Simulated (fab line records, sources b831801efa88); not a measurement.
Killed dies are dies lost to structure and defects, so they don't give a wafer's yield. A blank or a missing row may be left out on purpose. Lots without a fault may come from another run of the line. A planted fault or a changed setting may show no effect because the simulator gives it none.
fab line records | flow sky130
record lots=14 wafers=40 last_day=50
route steps=708 shown SONOS_ONO@182 LDD_P@265 SPACER@306 POLY_CUT@318 LI_CONTACT@375
lots that met no fault: from a run of the same line without faults
start_h: hours from the record's first day to the start of the lot's first wafer shown | wait_h: hours since the lot's step before | " the same as in the row above | L1.1+2: a row that stands for several wafers | - no value, or no start given | * or withheld: withheld | < > ~ a bound
route shown NAME@n: a module of which the file shows steps, and the number in the route of the first | usual: mean/standard deviation of fault-free wafers | same: alike in all rows | chamber/n: place in a boat | sites: the reading at each site | _std_site: their standard deviation | _edge_site: outer sites' mean less inner sites' | radius_mm: how far each site lies from the wafer's centre | mask NAME#n: copy n | behind: the tool/chamber that last shaped the wafer | hold: why the lot was held/for how many hours/how that ended | device: the transistor (n, p or np) that didn't switch | end of line: the same wafers' tests at the end of the route | a step without rows: its recipe alone | killed: dies lost to structure and defects at the first sort, not the wafer's yield | map: a wafer's dies, x killed, . not, _ none there
set.NAME: the setting as run; set.NAME@STEP: as run at that earlier step | model.NAME: the simulator's own value behind a step, which no gauge read
steps of the route over a sample of lots; a table a step, a row a wafer
services: from which hour (start_h, from the record's first day; less than 0 if before it) a tool's chamber was out of use, for how many hours, and why
## steps
# step SKY_SONOS_ONO_OVL_MEAS_14
# usual SONOS_ONO_OVL=0.4/1.4
# columns lot.wafer tool chamber start_h wait_h SONOS_ONO_OVL[nm]
L958.2 overlay-01 - 287.34 0.1 -0.3
L958.4 " - " " -0.1
L958.6 " - " " -2.5
L959.1 overlay-02 - 296.76 0.1 -0.1
L959.3 " - " " 0.6
L959.5 " - " " -2.3
L960.1 overlay-01 - 307.16 0.1 -2.4
L960.5 " - " " -0.5
L960.6 " - " " -0.7
L961.1 overlay-02 - 315.76 0.1 -0.8
L961.2 " - " " -1.3
L961.6 " - " " -1.2
L963.4 overlay-02 - 330.63 0.1 -0.4
L963.6 " - " " 0.7
L964.1 overlay-02 - 333.56 0.1 1.0
L964.4 " - " " 1.4
L970.3 overlay-02 - 384.27 0.1 1.6
L970.5 " - " " 1.4
L970.6 " - " " 1.4
L972.3 overlay-01 - 395.73 0.1 2.2
L972.4 " - " " 1.2
L972.6 " - " " -0.2
L973.1 overlay-02 - 403.17 0.1 0.0
L973.3 " - " " -0.7
L973.5 " - " " -1.1
L974.2 overlay-02 - 413.62 0.1 2.8
L974.3 " - " " 2.3
L974.4 " - " " 2.4
L975.1 overlay-01 - 425.71 0.1 -1.6
L975.5 " - " " -0.5
L975.6 " - " " -0.4
L977.4 overlay-01 - 437.64 0.1 -1.6
L977.5 " - " " -0.2
L977.6 " - " " -0.1
L978.1 overlay-02 - 447.42 0.1 1.2
L978.5 " - " " 0.8
L978.6 " - " " 1.4
L981.1 overlay-02 - 469.92 0.1 1.3
L981.4 " - " " 2.6
L981.6 " - " " 1.7
# step SKY_LDD_P_STRIP_10
# recipe chemistry=O2/N2 power_w=1400 pressure_mtorr=1500 platen_temp_c=withheld o2_flow_sccm=3000 n2_flow_sccm=300 overash_fraction=0.5
# usual drypump_motor_current_A=5.8/0.47 o2_flow_sccm=2999/8.9 oes_product_au=0.716/0.0045 strip_time_to_endpoint_s=14.16/0.047
# columns lot.wafer tool chamber start_h wait_h drypump_motor_current_A o2_flow_sccm oes_product_au rf_hours_counter_h strip_time_to_endpoint_s
L958.2 plasma_asher-03 0 438.36 0.1 5.3 2994 0.711 1 14.21
L958.4 " 0 " " 5.3 3015 0.712 - 14.22
L958.6 " 1 " " 5.7 3001 0.714 - 14.21
L959.1 plasma_asher-03 0 449.65 0.1 5.3 3014 0.710 2 14.24
L959.3 " 0 " " 5.3 3002 0.719 - 14.20
L959.5 " 0 " " 5.3 2995 0.721 - 14.20
L960.1 plasma_asher-02 1 468.20 0.1 6.5 3000 0.715 78 14.23
L960.5 " 0 " " 6.2 3005 0.726 - 14.20
L960.6 " 1 " " 6.5 3000 0.717 - 14.17
L961.1 plasma_asher-02 1 471.15 0.1 6.4 2990 0.723 79 14.21
L961.2 " 0 " " 6.3 2974 0.717 79 14.20
L961.6 " 0 " " 6.3 2986 0.713 - 14.19
L963.4 plasma_asher-04 1 493.73 0.1 5.7 3004 0.718 - 14.07
L963.6 " 1 " " 5.7 2993 0.719 - 14.04
L964.1 plasma_asher-02 1 494.16 0.1 6.5 3006 0.711 81 14.09
L964.4 " 1 " " 6.5 3006 0.712 - 14.11
L970.3 plasma_asher-02 1 547.08 0.1 6.4 2992 0.715 - 14.20
L970.5 " 0 " " 6.3 2987 0.727 - 14.19
L970.6 " 1 " " 6.5 2992 0.716 - 14.16
L972.3 plasma_asher-02 0 560.18 0.1 6.2 3006 0.718 - 14.14
L972.4 " 1 " " 6.4 3000 0.716 - 14.09
L972.6 " 0 " " 6.3 3000 0.712 - 14.13
L973.1 plasma_asher-02 1 565.70 0.1 6.5 3006 0.718 89 14.13
L973.3 " 0 " " 6.3 3009 0.715 - 14.18
L973.5 " 0 " " 6.3 3004 0.716 - 14.18
L974.2 plasma_asher-03 1 574.90 0.1 5.7 2984 0.718 15 14.12
L974.3 " 0 " " 5.3 3013 0.709 - 14.10
L974.4 " 1 " " 5.7 3007 0.714 - 14.10
L975.1 plasma_asher-02 1 589.40 0.1 6.5 2995 0.712 91 14.23
L975.5 " 1 " " 6.5 2991 0.711 - 14.21
L975.6 " 0 " " 6.3 3007 0.718 - 14.19
L977.4 plasma_asher-04 1 603.48 0.1 5.7 2998 0.717 - 14.15
L977.5 " 1 " " 5.7 2988 0.718 - 14.22
L977.6 " 0 " " 5.1 2997 0.715 - 14.20
L978.1 plasma_asher-03 1 608.95 0.1 5.7 3003 0.719 18 14.15
L978.5 " 0 " " 5.3 3004 0.716 - 14.14
L978.6 " 1 " " 5.7 3001 0.724 - 14.15
L981.1 plasma_asher-04 0 631.66 0.1 5.2 3000 0.718 76 14.18
L981.4 " 0 " " 5.1 3000 0.715 - 14.20
L981.6 " 0 " " 5.1 2999 0.716 - 14.19
# step SKY_SPACER_ETCHBACK_02
# recipe chemistry=CH3F/O2 target=Si3N4 stop_on=SiO2 source_w=400 bias_w=80 pressure_mtorr=25 ch3f_flow_sccm=40 O2_flow_sccm=30 time_s=46.7 target_depth_a=450
# usual drypump_motor_current_A=5.6/0.35 oes_product_au=0.856/0.0065 throttle_valve_pct=10.562/0.0091
# columns lot.wafer tool chamber start_h wait_h drypump_motor_current_A oes_product_au rf_hours_counter_h throttle_valve_pct
L958.2 rie_diel-04 2 534.01 0.0 6.1 0.860 13 10.555
L958.4 " 0 " " 6.0 0.863 - 10.553
L958.6 " 3 " " 5.9 0.865 - 10.557
L959.1 rie_diel-02 2 543.75 0.1 5.2 0.853 26 10.570
L959.3 " 0 " " 5.2 0.856 12 10.556
L959.5 " 1 " " 5.7 0.860 - 10.554
L960.1 rie_diel-01 0 561.79 0.1 5.5 0.850 1 10.570
L960.5 " 0 " " 5.6 0.856 - 10.549
L960.6 " 3 " " 5.4 0.846 - 10.576
L961.1 rie_diel-01 1 564.05 0.1 6.2 0.855 74 10.564
L961.2 " 0 " " 5.5 0.853 1 10.568
L961.6 " 2 " " 5.3 0.859 - 10.561
L963.4 rie_diel-01 2 585.36 0.0 5.3 0.842 16 10.576
L963.6 " 3 " " 5.4 0.856 - 10.568
L964.1 rie_diel-01 0 586.56 0.1 5.5 0.856 1 10.569
L964.4 " 2 " " 5.3 0.857 16 10.563
L970.3 rie_diel-02 3 637.52 0.0 6.0 0.854 10 10.569
L970.5 " 3 " " 6.0 0.857 - 10.570
L970.6 " 0 " " 5.2 0.843 - 10.551
L972.3 rie_diel-04 2 649.59 0.0 6.1 0.853 15 10.563
L972.4 " 1 " " 6.4 0.849 19 10.556
L972.6 " 0 " " 6.0 0.863 - 10.564
L973.1 rie_diel-01 0 655.56 0.1 5.6 0.856 3 10.572
L973.3 " 3 " " 5.4 0.845 44 10.577
L973.5 " 3 " " 5.4 0.855 - 10.563
L974.2 rie_diel-01 0 665.49 0.0 5.5 0.853 3 10.555
L974.3 " 3 " " 5.4 0.857 44 10.566
L974.4 " 2 " " 5.3 0.866 18 10.548
L975.1 rie_diel-01 0 677.85 0.1 5.5 0.854 4 10.559
L975.5 " 0 " " 5.5 0.854 - 10.578
L975.6 " 3 " " 5.4 0.870 - 10.565
L977.4 rie_diel-01 2 691.65 0.0 5.3 0.856 18 10.543
L977.5 " 0 " " 5.5 0.863 - 10.552
L977.6 " 3 " " 5.4 0.854 - 10.569
L978.1 rie_diel-02 0 697.31 0.1 5.2 0.839 16 10.574
L978.5 " 0 " " 5.2 0.849 - 10.555
L978.6 " 3 " " 5.9 0.849 - 10.550
L981.1 rie_diel-02 2 718.29 0.1 5.2 0.861 30 10.566
L981.4 " 0 " " 5.2 0.861 17 10.562
L981.6 " 3 " " 5.9 0.865 - 10.560
# step SKY_POLY_CUT_ETCH_11
# recipe target=Si3N4 chemistry=CF4/CH2F2/Ar stop_on=poly-Si source_w=600 bias_w=150 pressure_mtorr=40 cf4_flow_sccm=40 ch2f2_flow_sccm=20 Ar_flow_sccm=150 time_s=42.5 target_depth_a=600
# usual drypump_motor_current_A=5.9/0.33 oes_product_au=0.830/0.0061 throttle_valve_pct=14.993/0.0074
# columns lot.wafer tool chamber start_h wait_h drypump_motor_current_A oes_product_au rf_hours_counter_h throttle_valve_pct
L958.2 rie_diel-03 2 564.25 0.0 5.6 0.836 4 14.998
L958.4 " 3 " " 6.5 0.828 25 15.001
L958.6 " 2 " " 5.6 0.830 - 14.995
L959.1 rie_diel-01 1 573.69 0.0 6.1 0.832 75 14.995
L959.3 " 3 " " 5.4 0.820 42 14.986
L959.5 " 1 " " 6.1 0.834 - 14.993
L960.1 rie_diel-04 3 590.90 0.0 5.9 0.823 33 14.984
L960.5 " 0 " " 6.0 0.826 - 14.992
L960.6 " 1 " " 6.3 0.825 - 14.984
L961.1 rie_diel-03 2 592.89 0.0 5.6 0.817 4 15.009
L961.2 " 3 " " 6.5 0.826 26 14.988
L961.6 " 0 " " 5.9 0.826 - 14.999
L963.4 rie_diel-03 0 614.75 0.0 5.9 0.793 4 14.998
L963.6 " 3 " " 6.5 0.792 - 14.997
L964.1 rie_diel-04 0 615.94 0.0 6.0 0.830 2 15.000
L964.4 " 1 " " 6.3 0.800 18 14.996
L970.3 rie_diel-04 1 666.24 0.0 6.3 0.835 19 14.989
L970.5 " 3 " " 5.9 0.837 - 15.003
L970.6 " 2 " " 6.1 0.831 - 14.991
L972.3 rie_diel-04 1 677.99 0.0 6.3 0.839 19 15.000
L972.4 " 3 " " 5.9 0.832 35 14.991
L972.6 " 1 " " 6.3 0.840 - 14.988
L973.1 rie_diel-04 0 683.74 0.0 6.0 0.841 4 14.995
L973.3 " 1 " " 6.3 0.837 19 14.995
L973.5 " 3 " " 5.9 0.838 - 14.994
L974.2 rie_diel-03 3 693.60 0.0 6.5 0.836 28 15.007
L974.3 " 0 " " 5.9 0.830 6 14.996
L974.4 " 2 " " 5.6 0.831 6 14.994
L975.1 rie_diel-03 1 705.74 0.0 6.1 0.826 13 14.982
L975.5 " 1 " " 6.1 0.835 - 14.998
L975.6 " 0 " " 5.9 0.832 - 14.988
L977.4 rie_diel-01 2 719.69 0.0 5.3 0.826 19 14.988
L977.5 " 0 " " 5.6 0.830 - 15.017
L977.6 " 3 " " 5.4 0.819 - 14.986
L978.1 rie_diel-03 1 725.79 0.0 6.1 0.837 14 14.989
L978.5 " 0 " " 5.9 0.831 - 15.002
L978.6 " 3 " " 6.5 0.839 - 14.988
L981.1 rie_diel-03 1 746.14 0.0 6.1 0.831 14 14.988
L981.4 " 2 " " 5.6 0.829 8 14.985
L981.6 " 0 " " 5.9 0.830 - 14.998
# step SKY_LI_CONTACT_OVL_MEAS_13
# usual LI_CONTACT_OVL=0/6.1
# columns lot.wafer tool chamber start_h wait_h LI_CONTACT_OVL[nm]
L958.2 overlay-02 - 681.77 0.1 5
L958.4 " - " " 0
L958.6 " - " " 5
L959.1 overlay-02 - 690.51 0.1 6
L959.3 " - " " 5
L959.5 " - " " 2
L960.1 overlay-01 - 708.36 0.1 -2
L960.5 " - " " 5
L960.6 " - " " 9
L961.1 overlay-02 - 710.26 0.1 -2
L961.2 " - " " 6
L961.6 " - " " 5
L963.4 overlay-01 - 729.09 0.1 3
L963.6 " - " " 4
L964.1 overlay-01 - 731.26 0.1 -8
L964.4 " - " " -4
L970.3 overlay-02 - 779.17 0.1 4
L970.5 " - " " 9
L970.6 " - " " 3
L972.3 overlay-02 - 788.79 0.1 2
L972.4 " - " " 1
L972.6 " - " " 5
L973.1 overlay-01 - 796.53 0.1 7
L973.3 " - " " 2
L973.5 " - " " 2
L974.2 overlay-02 - 806.17 0.1 -6
L974.3 " - " " -4
L974.4 " - " " -14
L975.1 overlay-02 - 815.83 0.1 18
L975.5 " - " " 21
L975.6 " - " " 8
L977.4 overlay-02 - 829.63 0.1 -1
L977.5 " - " " 8
L977.6 " - " " 2
L978.1 overlay-01 - 837.23 0.1 3
L978.5 " - " " -6
L978.6 " - " " -8
L981.1 overlay-02 - 854.71 0.1 -2
L981.4 " - " " -2
L981.6 " - " " -4
## services
# columns tool chamber start_h hours kind
plasma_asher-03 - 421.25 9.0 pm
rie_diel-04 - 426.82 14.6 pm
plasma_asher-04 - 459.72 28.1 pm
rie_diel-01 0 467.45 10.2 repair
rie_diel-04 3 468.53 3.9 repair
rie_diel-01 2 474.90 2.4 repair
rie_diel-02 - 496.15 2.4 repair
rie_diel-04 1 515.04 63.5 repair
plasma_asher-02 - 531.71 1.1 repair
rie_diel-01 - 562.91 0.7 repair
rie_diel-01 2 572.70 7.6 repair
rie_diel-03 2 583.03 1.4 repair
rie_diel-02 0 609.45 4.5 repair
rie_diel-02 - 622.06 0.5 repair
plasma_asher-04 - 639.28 1.6 repair
rie_diel-01 - 647.07 0.4 repair
rie_diel-01 1 649.17 7.1 repair
rie_diel-02 - 664.99 1.1 repair
rie_diel-03 - 674.30 2.8 pm
rie_diel-04 - 686.93 0.1 repair
rie_diel-02 - 697.98 0.8 repair
rie_diel-04 - 724.67 2.8 pm
plasma_asher-02 - 733.77 9.0 pm
rie_diel-03 - 733.81 1.4 repair
## key
first_sign step=SKY_POLY_CUT_ETCH_11 reading=oes_product_au direction=down sigmas=5.6 usual=0.830 struck=0.795
effect none on later readings
met_at SKY_SPACER_ETCHBACK_02
struck_lots L963,L964
struck_wafers L963.4,L963.6,L964.4
sort_left_out L963.4,L963.6,L964.4
tester_left_out L963,L964
not_acting_at SKY_SONOS_ONO_OVL_MEAS_14,SKY_LDD_P_STRIP_10,SKY_LI_CONTACT_OVL_MEAS_13
onset_between 564.05 585.36
fault kind=process_parameter_drift tool=rie_diel-01 chamber=- onset_h=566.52 steps=SKY_SPACER_ETCHBACK_02 channel=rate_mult offset=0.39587 shape=step end_h=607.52 scope=struck_wafers_only
# tester_left_out: of these lots the tester's yield and bins aren't shown, on N5 and GAA mostly nor the transistor test; their killed dies are dies lost to structure and defects alone, not to doping, threshold or leakage, so they don't give the yield
# sort_left_out: the simulated sort isn't trusted on such a fault, so these wafers' sort isn't shown, and their yield isn't known
